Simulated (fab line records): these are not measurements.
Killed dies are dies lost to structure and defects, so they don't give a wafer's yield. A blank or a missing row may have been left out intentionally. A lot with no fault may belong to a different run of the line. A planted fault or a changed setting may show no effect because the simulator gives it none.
fab line records	flow gf180mcu
[record] lots = 5	wafers = 15	lastDay = 34
route steps=602 shown V5@542 TOP_METAL@567
lots that met no fault: taken from a fault-free run of the same line
startH: hours from the record's first day to the start of the lot's first wafer shown	waitH: how many hours have passed since the lot's step before this one	" unchanged from the row above	L1.1+2: a single row standing in for several wafers	- no value present, or no start provided	* or withheld: withheld	< > ~ a bound
route shown NAME@n: a module of which the file shows steps, and the number in the route of the first	usual: the fault-free wafers' mean and standard deviation	same: alike in all rows	chamber/n: place in a boat	sites: readings site by site	_std_site: standard deviation of those values	_edge_site: outer sites' mean less inner sites'	radiusMm: how far each site lies from the wafer's centre	mask NAME#n: copy n	behind: the last tool/chamber to shape the wafer	hold: why the lot was held/for how many hours/how that ended	device: which transistor (n, p or np) failed to switch	end of line: tests of these same wafers at the route's end	a step given without rows: its recipe and nothing more	killed: at the first sort, the dies lost to defects and structure; wafer yield is something else	map: the dies of a wafer, with x for killed, . for not killed, _ for no die there
set.NAME: the setting that was run; set.NAME@STEP: the one run at that earlier step	model.NAME: the simulator's own value behind a step, which no gauge read
certain route steps with their lots: each step a table, each wafer a row
services: when a tool's chamber went out of use (startH, in hours from the record's first day, below 0 if earlier), for how many hours, and the reason
[[steps]]
[step GF_V5_CVD_02]
[recipe] material = SiO2	targetThkNm = 1450	precursor = TEOS	tempC = 400	timeS = 163.28	rfW = 600
[usual] heaterPowerW = 620/120
lot.wafer	tool	chamber	startH	waitH	heaterPowerW
L084.4	pecvd-01	1	689.36	0.1	663
L084.5	"	2	"	"	881
L084.6	"	0	"	"	618
L090.1	pecvd-01	0	727.76	0.1	665
L090.3	"	2	"	"	913
L090.6	"	0	"	"	713
L092.1	pecvd-04	2	739.84	0.1	578
L092.2	"	1	"	"	616
L092.6	"	2	"	"	491
L095.2	pecvd-03	1	753.43	0.0	609
L095.4	"	2	"	"	666
L095.6	"	1	"	"	488
L097.1	pecvd-04	0	771.91	0.1	723
L097.3	"	1	"	"	537
L097.4	"	1	"	"	603
[step GF_V5_THK_MEAS_03]
[recipe] reads = SiO2_of_V5_CVD_02
[usual] V5_CVD_02_THK = 1446/16
lot.wafer	tool	chamber	startH	waitH	V5_CVD_02_THK[nm]
L084.4	filmMetro-02	-	689.44	0.0	1479
L084.5	"	-	"	"	1463
L084.6	"	-	"	"	1470
L090.1	filmMetro-04	-	727.86	0.1	1437
L090.3	"	-	"	"	1448
L090.6	"	-	"	"	1453
L092.1	filmMetro-04	-	739.95	0.1	1419
L092.2	"	-	"	"	1422
L092.6	"	-	"	"	1437
L095.2	filmMetro-04	-	753.55	0.1	1446
L095.4	"	-	"	"	1457
L095.6	"	-	"	"	1469
L097.1	filmMetro-03	-	772.01	0.1	1443
L097.3	"	-	"	"	1433
L097.4	"	-	"	"	1440
[step GF_V5_CMP_04]
[recipe] material = SiO2	downForcePsi = 4	platenRpm = 60	padVelocityMS = 0.94248
[usual] motorCurrentA = 12.4/1.1	platenRpm = 60.00/0.043
lot.wafer	tool	chamber	startH	waitH	motorCurrentA	platenRpm
L084.4	cmp-02	2	689.62	0.2	11.2	60.09
L084.5	"	3	"	"	12.5	60.02
L084.6	"	0	"	"	14.4	60.05
L090.1	cmp-02	2	728.02	0.1	11.3	59.99
L090.3	"	3	"	"	12.2	59.96
L090.6	"	0	"	"	14.2	59.98
L092.2	cmp-02	1	740.11	0.1	11.9	60.04
L092.1	"	2	"	"	11.5	60.01
L092.6	"	0	"	"	13.7	60.01
L095.2	cmp-02	1	753.65	0.1	11.2	60.02
L095.4	"	2	"	"	11.6	60.00
L095.6	"	1	"	"	12.1	59.97
L097.3	cmp-02	2	772.07	0.0	11.3	59.94
L097.4	"	0	"	"	14.1	59.98
L097.1	"	1	"	"	11.8	60.00
[step GF_V5_BOW_MEAS_05]
[recipe] mode = bow
[usual] V5_BOW = 134/9.4
lot.wafer	tool	chamber	startH	waitH	V5_BOW[um]
L084.4	filmMetro-02	-	689.83	0.2	142
L084.5	"	-	"	"	140
L084.6	"	-	"	"	134
L090.1	filmMetro-04	-	728.22	0.1	142
L090.3	"	-	"	"	149
L090.6	"	-	"	"	137
L092.1	filmMetro-03	-	740.31	0.1	140
L092.2	"	-	"	"	137
L092.6	"	-	"	"	140
L095.2	filmMetro-02	-	753.92	0.2	139
L095.4	"	-	"	"	128
L095.6	"	-	"	"	122
L097.1	filmMetro-03	-	772.37	0.1	127
L097.3	"	-	"	"	126
L097.4	"	-	"	"	129
[step GF_V5_DEHYDRATE_06]
[recipe] tempC = 200	timeS = 60
[usual] resistLineTempC = 23.00/0.11
lot.wafer	tool	chamber	startH	waitH	resistLineTempC
L084.4	lithoTrack-04	0	699.19	9.3	22.86
L084.5	"	0	"	"	23.11
L084.6	"	0	"	"	23.11
L090.1	lithoTrack-03	0	736.85	8.6	23.00
L090.3	"	0	"	"	23.14
L090.6	"	0	"	"	23.01
L092.1	lithoTrack-03	0	748.05	7.7	22.96
L092.2	"	0	"	"	22.96
L092.6	"	0	"	"	23.18
L095.2	lithoTrack-03	0	761.48	7.5	22.78
L095.4	"	0	"	"	22.99
L095.6	"	0	"	"	23.24
L097.1	lithoTrack-03	0	779.60	7.2	22.96
L097.3	"	0	"	"	22.96
L097.4	"	0	"	"	23.01
[step GF_V5_HMDS_07]
[recipe] primeTimeS = 60	primeTempC = 120
[usual] primeTempC = 120.00/0.12	resistLineTempC = 23.01/0.11
lot.wafer	tool	chamber	startH	waitH	primeTempC	resistLineTempC
L084.4	lithoTrack-04	0	699.34	0.1	120.14	23.00
L084.5	"	0	"	"	120.13	23.03
L084.6	"	0	"	"	120.19	23.00
L090.1	lithoTrack-03	0	737.00	0.1	120.16	23.23
L090.3	"	0	"	"	120.22	23.00
L090.6	"	0	"	"	120.06	23.07
L092.1	lithoTrack-03	0	748.20	0.1	119.83	22.92
L092.2	"	0	"	"	120.03	22.95
L092.6	"	0	"	"	119.86	22.93
L095.2	lithoTrack-03	0	761.63	0.1	119.84	23.04
L095.4	"	0	"	"	119.82	22.86
L095.6	"	0	"	"	119.82	23.01
L097.1	lithoTrack-03	0	779.75	0.1	119.90	23.00
L097.3	"	0	"	"	119.92	22.99
L097.4	"	0	"	"	119.94	23.16
[step GF_V5_COAT_08]
[recipe] resist = BARC	tempC = withheld	timeS = withheld	spinRpm = withheld	resistThkNm = withheld
[usual] resistLineTempC = *
lot.wafer	tool	chamber	startH	waitH	resistLineTempC
L084.4	lithoTrack-04	0	699.49	0.1	*
L084.5	"	0	"	"	*
L084.6	"	0	"	"	*
L090.1	lithoTrack-03	0	737.15	0.1	*
L090.3	"	0	"	"	*
L090.6	"	0	"	"	*
L092.1	lithoTrack-03	0	748.35	0.1	*
L092.2	"	0	"	"	*
L092.6	"	0	"	"	*
L095.2	lithoTrack-03	0	761.78	0.1	*
L095.4	"	0	"	"	*
L095.6	"	0	"	"	*
L097.1	lithoTrack-03	0	779.90	0.1	*
L097.3	"	0	"	"	*
L097.4	"	0	"	"	*
[step GF_V5_COAT_09]
[recipe] resist = KrF	spinRpm = withheld	resistThkNm = 1000
[usual] resistLineTempC = 23.00/0.11
lot.wafer	tool	chamber	startH	waitH	resistLineTempC
L084.4	lithoTrack-04	0	-	-	23.07
L084.5	"	0	"	"	22.97
L084.6	"	0	"	"	23.05
L090.1	lithoTrack-03	0	-	-	22.91
L090.3	"	0	"	"	23.08
L090.6	"	0	"	"	22.88
L092.1	lithoTrack-03	0	-	-	22.96
L092.2	"	0	"	"	22.89
L092.6	"	0	"	"	22.93
L095.2	lithoTrack-03	0	-	-	22.80
L095.4	"	0	"	"	22.90
L095.6	"	0	"	"	22.76
L097.1	lithoTrack-03	0	-	-	22.97
L097.3	"	0	"	"	22.89
L097.4	"	0	"	"	23.01
[step GF_V5_SOFTBAKE_10]
[recipe] tempC = 130	timeS = 60	resist = KrF
[usual] resistLineTempC = 23.02/0.11
lot.wafer	tool	chamber	startH	waitH	resistLineTempC
L084.4	lithoTrack-04	0	-	-	22.96
L084.5	"	0	"	"	22.87
L084.6	"	0	"	"	23.10
L090.1	lithoTrack-03	0	-	-	23.03
L090.3	"	0	"	"	23.01
L090.6	"	0	"	"	23.21
L092.1	lithoTrack-03	0	-	-	23.17
L092.2	"	0	"	"	22.94
L092.6	"	0	"	"	22.97
L095.2	lithoTrack-03	0	-	-	23.10
L095.4	"	0	"	"	23.16
L095.6	"	0	"	"	23.00
L097.1	lithoTrack-03	0	-	-	23.09
L097.3	"	0	"	"	23.06
L097.4	"	0	"	"	23.11
[step GF_V5_EXPOSE_11]
[recipe] maskId = Via5	targetCdNm = 260	na = 0.68	sourceShape = conventional	sigmaOuter = 0.6	doseMj = 38
lot.wafer	tool	chamber	startH	waitH	mask
L084.4+5+6	krfScanner-01	0	-	-	Via5#0
L090.1+3+6	krfScanner-02	0	-	-	Via5#0
L092.1+2+6	krfScanner-02	0	-	-	Via5#0
L095.2+4+6	krfScanner-02	0	-	-	Via5#0
L097.1+3+4	krfScanner-01	0	-	-	Via5#0
[step GF_V5_PEB_12]
[recipe] pebTempC = 135	pebTimeS = 90	resist = KrF
[usual] resistLineTempC = 22.97/0.12
[same] pebTimeS = 90
lot.wafer	tool	chamber	startH	waitH	resistLineTempC
L084.4	lithoTrack-04	0	-	-	22.79
L084.5	"	0	"	"	22.75
L084.6	"	0	"	"	22.94
L090.1	lithoTrack-02	0	-	-	23.18
L090.3	"	0	"	"	23.06
L090.6	"	0	"	"	23.13
L092.1	lithoTrack-04	0	-	-	22.86
L092.2	"	0	"	"	22.74
L092.6	"	0	"	"	22.84
L095.2	lithoTrack-02	0	-	-	23.02
L095.4	"	0	"	"	22.88
L095.6	"	0	"	"	22.98
L097.1	lithoTrack-03	0	-	-	23.07
L097.3	"	0	"	"	22.86
L097.4	"	0	"	"	22.74
[step GF_V5_DEVELOP_13]
[recipe] developTimeS = 60	resist = KrF	devTempC = 21
[usual] resistLineTempC = 23.03/0.1
lot.wafer	tool	chamber	startH	waitH	resistLineTempC
L084.4	lithoTrack-04	0	708.64	0.1	23.02
L084.5	"	0	"	"	23.05
L084.6	"	0	"	"	22.99
L090.1	lithoTrack-02	0	745.60	0.2	23.04
L090.3	"	0	"	"	23.03
L090.6	"	0	"	"	22.92
L092.1	lithoTrack-04	0	757.02	0.2	22.94
L092.2	"	0	"	"	22.92
L092.6	"	0	"	"	22.83
L095.2	lithoTrack-02	0	770.12	0.2	23.03
L095.4	"	0	"	"	23.09
L095.6	"	0	"	"	23.10
L097.1	lithoTrack-03	0	788.10	0.2	22.91
L097.3	"	0	"	"	23.02
L097.4	"	0	"	"	22.90
[step GF_V5_CD_MEAS_14]
[recipe] targetCdNm = 260
[usual] cdNm = 260.4/1.2
lot.wafer	tool	chamber	startH	waitH	cdNm
L084.4	cdSem-01	-	708.78	0.1	258.1
L084.5	"	-	"	"	259.6
L084.6	"	-	"	"	259.2
L090.1	cdSem-02	-	745.75	0.1	260.5
L090.3	"	-	"	"	260.1
L090.6	"	-	"	"	259.7
L092.1	cdSem-01	-	757.17	0.1	258.4
L092.2	"	-	"	"	259.5
L092.6	"	-	"	"	259.8
L095.2	cdSem-02	-	770.27	0.1	260.2
L095.4	"	-	"	"	260.4
L095.6	"	-	"	"	259.8
L097.1	cdSem-01	-	788.25	0.1	263.2
L097.3	"	-	"	"	261.8
L097.4	"	-	"	"	261.9
[step GF_V5_OVL_MEAS_15]
[usual] V5_OVL = -4/6.8
lot.wafer	tool	chamber	startH	waitH	V5_OVL[nm]
L084.4	overlay-01	-	708.85	0.1	-1
L084.5	"	-	"	"	-6
L084.6	"	-	"	"	-9
L090.1	overlay-02	-	745.87	0.1	2
L090.3	"	-	"	"	1
L090.6	"	-	"	"	2
L092.1	overlay-02	-	757.29	0.1	-2
L092.2	"	-	"	"	-9
L092.6	"	-	"	"	-15
L095.2	overlay-01	-	770.37	0.1	-3
L095.4	"	-	"	"	-8
L095.6	"	-	"	"	-1
L097.1	overlay-01	-	788.37	0.1	2
L097.3	"	-	"	"	11
L097.4	"	-	"	"	11
[step GF_V5_ETCH_16]
[recipe] chemistry = N2/H2	targetDepthA = withheld	overetchA = withheld	timeS = withheld	target = BARC	ionEnergyEv = 200	sourceW = 500	biasW = 100	pressureMtorr = 30	n2FlowSccm = 100	h2FlowSccm = 200
[usual] drypumpMotorCurrentA = 5.6/0.57	oesProductAu = 0.855/0.0046	throttleValvePct = 13.224/0.0084
lot.wafer	tool	chamber	startH	waitH	drypumpMotorCurrentA	oesProductAu	throttleValvePct
L084.4	rieDiel-01	0	708.87	0.0	4.9	0.860	13.219
L084.5	"	2	"	"	5.8	0.845	13.221
L084.6	"	1	"	"	4.9	0.852	13.231
L090.1	rieDiel-03	0	745.90	0.0	5.2	0.861	13.234
L090.3	"	1	"	"	6.2	0.850	13.205
L090.6	"	1	"	"	6.2	0.848	13.225
L092.1	rieDiel-03	0	757.32	0.0	5.2	0.857	13.223
L092.2	"	3	"	"	5.1	0.856	13.228
L092.6	"	0	"	"	5.2	0.856	13.225
L095.2	rieDiel-03	0	770.40	0.0	5.2	0.847	13.210
L095.4	"	3	"	"	5.1	0.853	13.232
L095.6	"	0	"	"	5.2	0.843	13.224
L097.1	rieDiel-01	0	788.41	0.0	4.9	0.855	13.227
L097.3	"	1	"	"	4.9	0.849	13.224
L097.4	"	3	"	"	6.4	0.862	13.218
[step GF_V5_ETCH_17]
[recipe] chemistry = C4F8/O2/Ar	maskMaterial = KrF	target = SiO2	stopOn = TiN	sourceW = 1500	biasW = 1200	pressureMtorr = 40	c4f8FlowSccm = withheld	O2_flow_sccm = 6	Ar_flow_sccm = 300	timeS = withheld	targetDepthA = 8550
[usual] oesProductAu = 0.860/0.0047
lot.wafer	tool	chamber	startH	waitH	oesProductAu
L084.4	rieDiel-01	0	-	-	0.853
L084.5	"	2	"	"	0.867
L084.6	"	1	"	"	0.864
L090.1	rieDiel-03	0	-	-	0.860
L090.3	"	1	"	"	0.867
L090.6	"	1	"	"	0.863
L092.1	rieDiel-03	0	-	-	0.861
L092.2	"	3	"	"	0.858
L092.6	"	0	"	"	0.860
L095.2	rieDiel-03	0	-	-	0.853
L095.4	"	3	"	"	0.858
L095.6	"	0	"	"	0.862
L097.1	rieDiel-01	0	-	-	0.862
L097.3	"	1	"	"	0.853
L097.4	"	3	"	"	0.854
[step GF_V5_STRIP_18]
[recipe] chemistry = O2/N2	powerW = 1400	pressureMtorr = 1500	platenTempC = 250	o2FlowSccm = 3000	n2FlowSccm = 300	overashFraction = 0.5
[usual] drypumpMotorCurrentA = 5.9/0.33	heaterPowerW = 316/21	oesProductAu = 0.568/0.0049
lot.wafer	tool	chamber	startH	waitH	drypumpMotorCurrentA	heaterPowerW	oesProductAu	rfHoursCounterH
L084.4	plasmaAsher-02	1	709.06	-	5.7	308	0.571	-
L084.5	"	1	"	"	5.7	316	0.572	-
L084.6	"	0	"	"	6.5	334	0.577	-
L090.1	plasmaAsher-02	0	746.05	-	6.5	317	0.564	99
L090.3	"	0	"	"	6.5	323	0.563	-
L090.6	"	0	"	"	6.5	340	0.569	-
L092.1	plasmaAsher-01	0	757.47	-	5.7	298	0.570	2
L092.2	"	1	"	"	6.1	306	0.566	2
L092.6	"	0	"	"	5.7	311	0.573	-
L095.2	plasmaAsher-02	0	770.55	-	6.4	323	0.570	100
L095.4	"	0	"	"	6.5	338	0.569	-
L095.6	"	1	"	"	5.7	316	0.574	-
L097.1	plasmaAsher-02	0	788.56	-	6.4	326	0.573	102
L097.3	"	1	"	"	5.7	322	0.564	-
L097.4	"	0	"	"	6.5	328	0.565	-
[step GF_V5_STRIP_19]
[recipe] chemistry = postEtchResidueRemover	timeS = 1200	tempC = 72.5
lot.wafer	tool	chamber	startH	waitH
L084.4+5+6	wetBench-01	1	709.12	0.0
L090.1+3+6	wetBench-02	3	746.15	0.1
L092.1+2+6	wetBench-01	2	757.57	0.1
L095.2+4+6	wetBench-03	0	770.65	0.1
L097.1+3+4	wetBench-03	1	788.66	0.1
[step GF_V5_CLEAN_20]
[recipe] chemistry = DIW	dry = n2Spin
lot.wafer	tool	chamber	startH	waitH
L084.4+5+6	wetBench-03	3	709.50	0.0
L090.1+3+6	wetBench-01	3	746.50	0.0
L092.1+2+6	wetBench-02	1	757.92	0.0
L095.2+4+6	wetBench-01	0	771.00	0.0
L097.1+3+4	wetBench-01	1	789.00	0.0
[step GF_V5_SPUTTER_21]
[recipe] material = Ti	targetThkNm = 15	chamberPressurePa = 5	powerW = 2500	substrateTempC = 200	timeS = 80.02
[usual] throttleValvePct = 30.0/0.91
lot.wafer	tool	chamber	startH	waitH	throttleValvePct
L084.4	pvdSputter-03	-	709.59	0.0	30.5
L084.5	"	-	"	"	30.7
L084.6	"	-	"	"	27.7
L090.1	pvdSputter-02	-	746.60	0.0	29.9
L090.3	"	-	"	"	29.5
L090.6	"	-	"	"	29.9
L092.1	pvdSputter-01	-	758.01	0.0	30.4
L092.2	"	-	"	"	30.8
L092.6	"	-	"	"	30.3
L095.2	pvdSputter-01	-	771.09	0.0	30.0
L095.4	"	-	"	"	30.4
L095.6	"	-	"	"	30.1
L097.1	pvdSputter-01	-	789.18	0.0	30.7
L097.3	"	-	"	"	30.7
L097.4	"	-	"	"	29.5
[step GF_V5_SPUTTER_22]
[recipe] material = TiN	targetThkNm = 10	chamberPressurePa = 5	powerW = 4000	timeS = 40
[usual] throttleValvePct = 30.0/0.93
lot.wafer	tool	chamber	startH	waitH	throttleValvePct
L084.4	pvdSputter-03	-	709.65	0.0	30.6
L084.5	"	-	"	"	30.5
L084.6	"	-	"	"	27.1
L090.1	pvdSputter-02	-	746.66	0.0	30.1
L090.3	"	-	"	"	29.3
L090.6	"	-	"	"	30.0
L092.1	pvdSputter-01	-	758.07	0.0	30.4
L092.2	"	-	"	"	30.8
L092.6	"	-	"	"	30.3
L095.2	pvdSputter-01	-	771.15	0.0	29.4
L095.4	"	-	"	"	30.5
L095.6	"	-	"	"	30.6
L097.1	pvdSputter-01	-	789.25	0.0	30.7
L097.3	"	-	"	"	30.5
L097.4	"	-	"	"	29.5
[step GF_V5_CVD_23]
[recipe] material = W	targetThkNm = 350	timeS = 104.9	tempC = 400	pressureTorr = 40
[usual] heaterPowerW = 863/99
lot.wafer	tool	chamber	startH	waitH	heaterPowerW
L084.4	cvdW-02	1	709.80	0.1	846
L084.5	"	1	"	"	869
L084.6	"	1	"	"	873
L090.1	cvdW-01	1	746.70	0.0	1009
L090.3	"	1	"	"	982
L090.6	"	0	"	"	753
L092.1	cvdW-02	1	758.11	0.0	878
L092.2	"	0	"	"	852
L092.6	"	1	"	"	864
L095.2	cvdW-01	0	771.19	0.0	775
L095.4	"	0	"	"	761
L095.6	"	0	"	"	758
L097.1	cvdW-01	1	789.28	0.0	988
L097.3	"	1	"	"	1020
L097.4	"	0	"	"	751
[step GF_V5_RS_MEAS_24]
[recipe] thkMeasGauge = four-point-probe	reads = W_of_V5_CVD_23+TiN_of_V5_SPUTTER_22+Ti_of_V5_SPUTTER_21
[usual] V5_W_RS = 0.329/0.0035
lot.wafer	tool	chamber	startH	waitH	V5_W_RS[ohm/sq]
L084.4	filmMetro-03	-	709.97	0.1	0.338
L084.5	"	-	"	"	0.327
L084.6	"	-	"	"	0.329
L090.1	filmMetro-03	-	746.81	0.1	0.330
L090.3	"	-	"	"	0.332
L090.6	"	-	"	"	0.329
L092.1	filmMetro-02	-	758.22	0.1	0.328
L092.2	"	-	"	"	0.329
L092.6	"	-	"	"	0.328
L095.2	filmMetro-02	-	771.32	0.1	0.329
L095.4	"	-	"	"	0.330
L095.6	"	-	"	"	0.331
L097.1	filmMetro-02	-	789.40	0.1	0.325
L097.3	"	-	"	"	0.327
L097.4	"	-	"	"	0.324
[step GF_V5_THK_MEAS_25]
[recipe] thkMeasGauge = xrf	reads = W_of_V5_CVD_23
[usual] V5_W_THK = 353/5.3
lot.wafer	tool	chamber	startH	waitH	V5_W_THK[nm]
L084.4	filmMetro-03	-	710.06	0.1	346
L084.5	"	-	"	"	358
L084.6	"	-	"	"	355
L090.1	filmMetro-03	-	746.93	0.1	353
L090.3	"	-	"	"	351
L090.6	"	-	"	"	352
L092.1	filmMetro-02	-	758.34	0.1	354
L092.2	"	-	"	"	355
L092.6	"	-	"	"	355
L095.2	filmMetro-02	-	771.43	0.1	352
L095.4	"	-	"	"	353
L095.6	"	-	"	"	352
L097.1	filmMetro-02	-	789.52	0.1	358
L097.3	"	-	"	"	357
L097.4	"	-	"	"	360
[step GF_V5_CMP_26]
[recipe] stopOn = SiO2	downForcePsi = 3.5	platenRpm = 60	tOverpolishS = 15	targetThkNm = 0	padVelocityMS = 0.94248
[usual] motorCurrentA = 11.4/1.1	overpolishRunS = 15.000/0.0088	platenRpm = 60.00/0.039	timeToEndpointS = 85/3.6
lot.wafer	tool	chamber	startH	waitH	motorCurrentA	overpolishRunS	platenRpm	timeToEndpointS
L084.4	cmp-02	2	710.24	0.2	10.1	15.000	60.03	78
L084.5	"	3	"	"	11.4	15.002	59.96	86
L084.6	"	0	"	"	12.8	14.992	59.99	86
L090.3	cmp-02	1	747.04	0.1	10.9	15.007	59.97	87
L090.1	"	3	"	"	11.7	14.996	60.00	89
L090.6	"	0	"	"	13.3	15.006	59.99	88
L092.1	cmp-02	2	758.40	0.1	10.1	15.009	60.06	81
L092.2	"	0	"	"	12.5	14.993	60.00	87
L092.6	"	3	"	"	11.1	14.983	59.97	89
L095.4	cmp-02	3	771.48	0.0	10.7	15.003	60.00	89
L095.2	"	2	"	"	9.9	15.007	60.01	85
L095.6	"	3	"	"	11.7	15.004	60.08	88
L097.1	cmp-01	0	789.63	0.1	10.9	14.998	59.96	83
L097.4	"	1	"	"	10.9	14.987	60.01	83
L097.3	"	2	"	"	13.3	14.985	60.00	79
[step GF_TOP_METAL_SPUTTER_00]
[recipe] material = Ti	targetThkNm = 37.5	arrivingIonEnergyEv = 80	substrateTempC = 200	chamberPressurePa = 2	powerW = 4000	timeS = 150
[usual] throttleValvePct = 29.6/0.98
lot.wafer	tool	chamber	startH	waitH	throttleValvePct
L084.4	pvdSputter-02	-	710.39	0.1	29.2
L084.5	"	-	"	"	29.0
L084.6	"	-	"	"	29.4
L090.1	pvdSputter-04	-	747.29	0.1	31.5
L090.3	"	-	"	"	28.8
L090.6	"	-	"	"	31.5
L092.1	pvdSputter-02	-	758.70	0.2	29.4
L092.2	"	-	"	"	28.7
L092.6	"	-	"	"	29.5
L095.2	pvdSputter-04	-	771.78	0.1	31.3
L095.4	"	-	"	"	29.4
L095.6	"	-	"	"	28.6
L097.1	pvdSputter-04	-	789.88	0.2	31.0
L097.3	"	-	"	"	30.3
L097.4	"	-	"	"	28.5
[[services]]
tool	chamber	startH	hours	kind
plasmaAsher-02	-	665.79	4.1	repair
pecvd-04	0	669.12	11.8	repair
krfScanner-02	-	673.55	4.4	pm
pecvd-04	-	678.49	0.9	repair
rieDiel-01	2	683.64	5.0	repair
krfScanner-01	-	686.53	0.5	repair
pecvd-04	2	686.55	23.3	repair
cvdW-01	1	687.77	17.5	repair
krfScanner-02	-	689.11	4.0	pm
cmp-02	-	701.32	1.4	repair
rieDiel-01	-	703.21	2.3	repair
cvdW-02	0	708.61	3.1	repair
krfScanner-02	-	709.42	0.7	repair
rieDiel-03	1	710.50	29.3	repair
cmp-02	-	720.36	3.2	repair
pecvd-01	0	727.96	16.3	repair
wetBench-01	-	734.04	4.4	repair
krfScanner-02	-	741.88	1.0	pm
pvdSputter-04	-	744.64	2.2	repair
plasmaAsher-02	-	747.42	14.6	pm
pvdSputter-02	-	769.42	4.8	repair
krfScanner-02	-	776.31	0.8	pm
krfScanner-02	-	783.51	3.6	repair
rieDiel-03	-	789.68	1.0	repair
[[key]]
fault none
